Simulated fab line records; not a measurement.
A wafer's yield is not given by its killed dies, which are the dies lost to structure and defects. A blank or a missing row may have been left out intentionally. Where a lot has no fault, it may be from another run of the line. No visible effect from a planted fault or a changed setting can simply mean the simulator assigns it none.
The tool behind it: which one? / flow gf180mcu / 13 lots, 39 wafers sampled, at 5 steps of a route of 602

WHAT THE GAUGES SHOWED, per wafer
GF_STI_THK_MEAS_02.
lot=L401; measured=day 1 11:32; on=film_metro-01; STI_OXIDATION_THK (nm)=10.01 9.84 9.90
lot=L402; measured=day 1 17:52; on=film_metro-01; STI_OXIDATION_THK (nm)=9.63 9.59 9.58
lot=L403; measured=day 1 22:14; on=film_metro-02; STI_OXIDATION_THK (nm)=10.16 10.00 9.87
lot=L404; measured=day 2 02:31; on=film_metro-01; STI_OXIDATION_THK (nm)=9.39 9.72 9.55
lot=L405; measured=day 2 07:52; on=film_metro-04; STI_OXIDATION_THK (nm)=9.84 9.90 9.88
lot=L406; measured=day 2 12:39; on=film_metro-01; STI_OXIDATION_THK (nm)=9.89 10.18 9.95
lot=L407; measured=day 2 18:17; on=film_metro-04; STI_OXIDATION_THK (nm)=10.10 9.92 9.89
lot=L411; measured=day 3 16:09; on=film_metro-01; STI_OXIDATION_THK (nm)=10.15 10.09 10.09
lot=L412; measured=day 3 20:08; on=film_metro-02; STI_OXIDATION_THK (nm)=10.14 10.24 10.34
lot=L413; measured=day 4 00:14; on=film_metro-01; STI_OXIDATION_THK (nm)=10.38 10.28 10.19
lot=L414; measured=day 4 04:31; on=film_metro-01; STI_OXIDATION_THK (nm)=10.30 10.03 10.28
lot=L419; measured=day 5 05:51; on=film_metro-01; STI_OXIDATION_THK (nm)=10.26 10.16 10.29
lot=L421; measured=day 5 16:48; on=film_metro-02; STI_OXIDATION_THK (nm)=9.98 9.91 9.93

GF_STI_THK_MEAS_30.
lot=L401; measured=day 2 04:56; on=film_metro-04; STI_OXIDATION_02_THK (nm)=9.94 9.75 9.69
lot=L402; measured=day 2 12:03; on=film_metro-01; STI_OXIDATION_02_THK (nm)=9.66 9.80 9.77
lot=L403; measured=day 2 16:54; on=film_metro-04; STI_OXIDATION_02_THK (nm)=9.76 9.87 9.79
lot=L404; measured=day 2 21:04; on=film_metro-04; STI_OXIDATION_02_THK (nm)=10.27 10.31 10.18
lot=L405; measured=day 3 07:28; on=film_metro-02; STI_OXIDATION_02_THK (nm)=10.23 10.13 10.20
lot=L406; measured=day 3 11:50; on=film_metro-04; STI_OXIDATION_02_THK (nm)=9.84 9.88 9.73
lot=L407; measured=day 3 17:01; on=film_metro-04; STI_OXIDATION_02_THK (nm)=10.19 10.23 10.33
lot=L411; measured=day 4 10:46; on=film_metro-02; STI_OXIDATION_02_THK (nm)=10.15 10.03 10.08
lot=L412; measured=day 4 17:34; on=film_metro-02; STI_OXIDATION_02_THK (nm)=10.01 9.98 10.03
lot=L413; measured=day 4 20:58; on=film_metro-01; STI_OXIDATION_02_THK (nm)=9.93 9.93 10.22
lot=L414; measured=day 5 00:07; on=film_metro-02; STI_OXIDATION_02_THK (nm)=9.96 9.99 9.99
lot=L419; measured=day 6 03:29; on=film_metro-01; STI_OXIDATION_02_THK (nm)=10.34 10.22 10.15
lot=L421; measured=day 6 13:44; on=film_metro-01; STI_OXIDATION_02_THK (nm)=9.94 10.06 10.16

GF_POLY_GATE_CD_MEAS_10: target cd 280 nm.
lot=L401; measured=day 8 23:15; on=cd_sem-01; cd_nm (nm)=280.8 282.4 281.1
lot=L402; measured=day 9 12:51; on=cd_sem-02; cd_nm (nm)=279.6 279.4 280.4
lot=L403; measured=day 9 17:10; on=cd_sem-01; cd_nm (nm)=279.7 280.5 279.1
lot=L404; measured=day 10 00:37; on=cd_sem-02; cd_nm (nm)=281.3 281.3 282.0
lot=L405; measured=day 10 15:53; on=cd_sem-02; cd_nm (nm)=281.6 281.4 281.8
lot=L406; measured=day 10 22:51; on=cd_sem-02; cd_nm (nm)=280.7 278.7 280.6
lot=L407; measured=day 11 08:01; on=cd_sem-02; cd_nm (nm)=280.9 280.3 280.9
lot=L411; measured=day 12 02:22; on=cd_sem-02; cd_nm (nm)=251.3 251.5 251.7
lot=L412; measured=day 12 16:37; on=cd_sem-01; cd_nm (nm)=257.0 258.2 257.1
lot=L413; measured=day 12 22:28; on=cd_sem-02; cd_nm (nm)=256.0 256.0 257.3
lot=L414; measured=day 12 23:56; on=cd_sem-02; cd_nm (nm)=255.8 255.3 254.8
lot=L419; measured=day 14 14:52; on=cd_sem-02; cd_nm (nm)=280.0 278.7 278.8
lot=L421; measured=day 15 05:06; on=cd_sem-02; cd_nm (nm)=278.9 279.1 279.6

WHICH TOOL RAN EACH LOT (tool, then ch and the chambers of the sampled wafers, then the start)
lot=L401; GF_DNWELL_STRIP_08=plasma_asher-02 ch 0,1, day 2 17:06; GF_POLY_GATE_EXPOSE_07=krf_scanner-02 ch 0, day 8 15:24
lot=L402; GF_DNWELL_STRIP_08=plasma_asher-02 ch 0,1, day 3 00:42; GF_POLY_GATE_EXPOSE_07=krf_scanner-01 ch 0, day 9 04:34
lot=L403; GF_DNWELL_STRIP_08=plasma_asher-04 ch 0,1, day 3 05:17; GF_POLY_GATE_EXPOSE_07=krf_scanner-02 ch 0, day 9 08:47
lot=L404; GF_DNWELL_STRIP_08=plasma_asher-01 ch 0,1, day 3 09:38; GF_POLY_GATE_EXPOSE_07=krf_scanner-01 ch 0, day 9 15:56
lot=L405; GF_DNWELL_STRIP_08=plasma_asher-04 ch 0,1, day 3 20:40; GF_POLY_GATE_EXPOSE_07=krf_scanner-02 ch 0, day 10 06:52
lot=L406; GF_DNWELL_STRIP_08=plasma_asher-01 ch 0,1, day 4 00:22; GF_POLY_GATE_EXPOSE_07=krf_scanner-02 ch 0, day 10 13:57
lot=L407; GF_DNWELL_STRIP_08=plasma_asher-02 ch 0,1, day 4 06:10; GF_POLY_GATE_EXPOSE_07=krf_scanner-02 ch 0, day 10 23:10
lot=L411; GF_DNWELL_STRIP_08=plasma_asher-01 ch 0,1, day 5 00:13; GF_POLY_GATE_EXPOSE_07=krf_scanner-02 ch 0, day 11 17:17
lot=L412; GF_DNWELL_STRIP_08=plasma_asher-04 ch 0,1, day 5 07:49; GF_POLY_GATE_EXPOSE_07=krf_scanner-02 ch 0, day 12 06:55
lot=L413; GF_DNWELL_STRIP_08=plasma_asher-02 ch 0,1, day 5 11:01; GF_POLY_GATE_EXPOSE_07=krf_scanner-02 ch 0, day 12 12:19
lot=L414; GF_DNWELL_STRIP_08=plasma_asher-04 ch 1, day 5 14:35; GF_POLY_GATE_EXPOSE_07=krf_scanner-02 ch 0, day 12 14:38
lot=L419; GF_DNWELL_STRIP_08=plasma_asher-04 ch 0,1, day 6 18:34; GF_POLY_GATE_EXPOSE_07=krf_scanner-01 ch 0, day 14 04:46
lot=L421; GF_DNWELL_STRIP_08=plasma_asher-01 ch 0,1, day 7 04:50; GF_POLY_GATE_EXPOSE_07=krf_scanner-01 ch 0, day 14 18:20
- GF_DNWELL_STRIP_08: strips in O2/N2.
- GF_POLY_GATE_EXPOSE_07: exposes mask Poly2, target cd 280 nm.

WHAT THE TOOLS THEMSELVES READ (means of the sampled wafers that have a number; where no wafer has one, the mark that the record gives instead)
GF_DNWELL_STRIP_08.
lot=L401; tool=plasma_asher-02; drypump_motor_current_A (A)=5.7; heater_power_w (W)=314; oes_product_au (a.u.)=0.718; platen_temp_c (C)=250.13; strip_time_to_endpoint_s (s)=36.94
lot=L402; tool=plasma_asher-02; drypump_motor_current_A (A)=5.8; heater_power_w (W)=332; oes_product_au (a.u.)=0.720; platen_temp_c (C)=249.85; strip_time_to_endpoint_s (s)=37.02
lot=L403; tool=plasma_asher-04; drypump_motor_current_A (A)=5.1; heater_power_w (W)=335; oes_product_au (a.u.)=0.720; platen_temp_c (C)=250.09; strip_time_to_endpoint_s (s)=36.87
lot=L404; tool=plasma_asher-01; drypump_motor_current_A (A)=5.6; heater_power_w (W)=335; oes_product_au (a.u.)=0.722; platen_temp_c (C)=250.08; strip_time_to_endpoint_s (s)=36.79
lot=L405; tool=plasma_asher-04; drypump_motor_current_A (A)=5.3; heater_power_w (W)=348; oes_product_au (a.u.)=0.723; platen_temp_c (C)=250.14; strip_time_to_endpoint_s (s)=36.86
lot=L406; tool=plasma_asher-01; drypump_motor_current_A (A)=5.6; heater_power_w (W)=334; oes_product_au (a.u.)=0.721; platen_temp_c (C)=250.00; strip_time_to_endpoint_s (s)=36.69
lot=L407; tool=plasma_asher-02; drypump_motor_current_A (A)=5.8; heater_power_w (W)=337; oes_product_au (a.u.)=0.723; platen_temp_c (C)=250.19; strip_time_to_endpoint_s (s)=37.05
lot=L411; tool=plasma_asher-01; drypump_motor_current_A (A)=5.6; heater_power_w (W)=333; oes_product_au (a.u.)=0.725; platen_temp_c (C)=250.03; strip_time_to_endpoint_s (s)=36.99
lot=L412; tool=plasma_asher-04; drypump_motor_current_A (A)=5.1; heater_power_w (W)=333; oes_product_au (a.u.)=0.726; platen_temp_c (C)=249.91; strip_time_to_endpoint_s (s)=36.78
lot=L413; tool=plasma_asher-02; drypump_motor_current_A (A)=5.9; heater_power_w (W)=332; oes_product_au (a.u.)=0.727; platen_temp_c (C)=250.03; strip_time_to_endpoint_s (s)=36.87
lot=L414; tool=plasma_asher-04; drypump_motor_current_A (A)=5.4; heater_power_w (W)=346; oes_product_au (a.u.)=0.718; platen_temp_c (C)=249.99; strip_time_to_endpoint_s (s)=36.87
lot=L419; tool=plasma_asher-04; drypump_motor_current_A (A)=5.3; heater_power_w (W)=342; oes_product_au (a.u.)=0.720; platen_temp_c (C)=250.04; strip_time_to_endpoint_s (s)=36.80
lot=L421; tool=plasma_asher-01; drypump_motor_current_A (A)=5.8; heater_power_w (W)=320; oes_product_au (a.u.)=0.723; platen_temp_c (C)=250.21; strip_time_to_endpoint_s (s)=36.95

GF_POLY_GATE_EXPOSE_07.
lot=L401 tool=krf_scanner-02 exposure_dose_mJ_cm2=28.022
lot=L402 tool=krf_scanner-01 exposure_dose_mJ_cm2=28.014
lot=L403 tool=krf_scanner-02 exposure_dose_mJ_cm2=28.032
lot=L404 tool=krf_scanner-01 exposure_dose_mJ_cm2=27.997
lot=L405 tool=krf_scanner-02 exposure_dose_mJ_cm2=27.998
lot=L406 tool=krf_scanner-02 exposure_dose_mJ_cm2=28.009
lot=L407 tool=krf_scanner-02 exposure_dose_mJ_cm2=27.991
lot=L411 tool=krf_scanner-02 exposure_dose_mJ_cm2=34.171
lot=L412 tool=krf_scanner-02 exposure_dose_mJ_cm2=32.960
lot=L413 tool=krf_scanner-02 exposure_dose_mJ_cm2=32.935
lot=L414 tool=krf_scanner-02 exposure_dose_mJ_cm2=32.900
lot=L419 tool=krf_scanner-01 exposure_dose_mJ_cm2=27.956
lot=L421 tool=krf_scanner-01 exposure_dose_mJ_cm2=28.018

THE ANSWER, worked out from the rows above alone
Rule: the lots themselves supply what counts as usual. Put in order of their means at a reading, lots are off if they are a third of the lots or fewer, leave a main group of 4 or more, and stand apart from it by a gap of 3 or more times the standard deviation of the main group's means; of several such gaps the widest counts. Not used: any main group whose means are identical at the precision the tables above print for the reading. A lot without any number at a reading at which 4 lots or more have one is off too. Where the step has rows for the other lots, those lots are counted as sound. The gauges are gone through in route order, then the tools' own readings, and for those a lot's mean is taken as printed above. At the first step where some lot is off, the reading lying furthest off is the one used; lots without a number count as furthest.
Off: L411, L412, L413, L414, at GF_POLY_GATE_CD_MEAS_10 (cd_nm). For the main group the mean is 280.4 nm and the standard deviation 0.93.
If a tool, at a process step before that reading, ran all the lots that are off and no sound lot after the first of them, it fits. Not tried: the gauges at GF_POLY_GATE_CD_MEAS_10; whatever is off there is also off at GF_POLY_GATE_EXPOSE_07, on other tools, and gauge error can't account for it. One fits: GF_POLY_GATE_EXPOSE_07 on krf_scanner-02. A fault onset in the window from L407 (day 10 23:10, its last sound lot) to L411 (day 11 17:17, its first lot off) fits.
The tool's own readings at GF_POLY_GATE_EXPOSE_07 bear it out: on the lots that are off they differ by more than 5 times the standard deviation of the sound lots' means. exposure_dose_mJ_cm2 reads 33.242 there against 28.004 on the sound lots.

WHAT THE SIMULATOR PUT IN
Process parameters drifting: krf_scanner-02 at GF_POLY_GATE_EXPOSE_07, beginning at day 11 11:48. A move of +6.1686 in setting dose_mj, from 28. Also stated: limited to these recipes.
Shown lots that were struck: L411, L412, L413, L414. Same finding as the rule above.
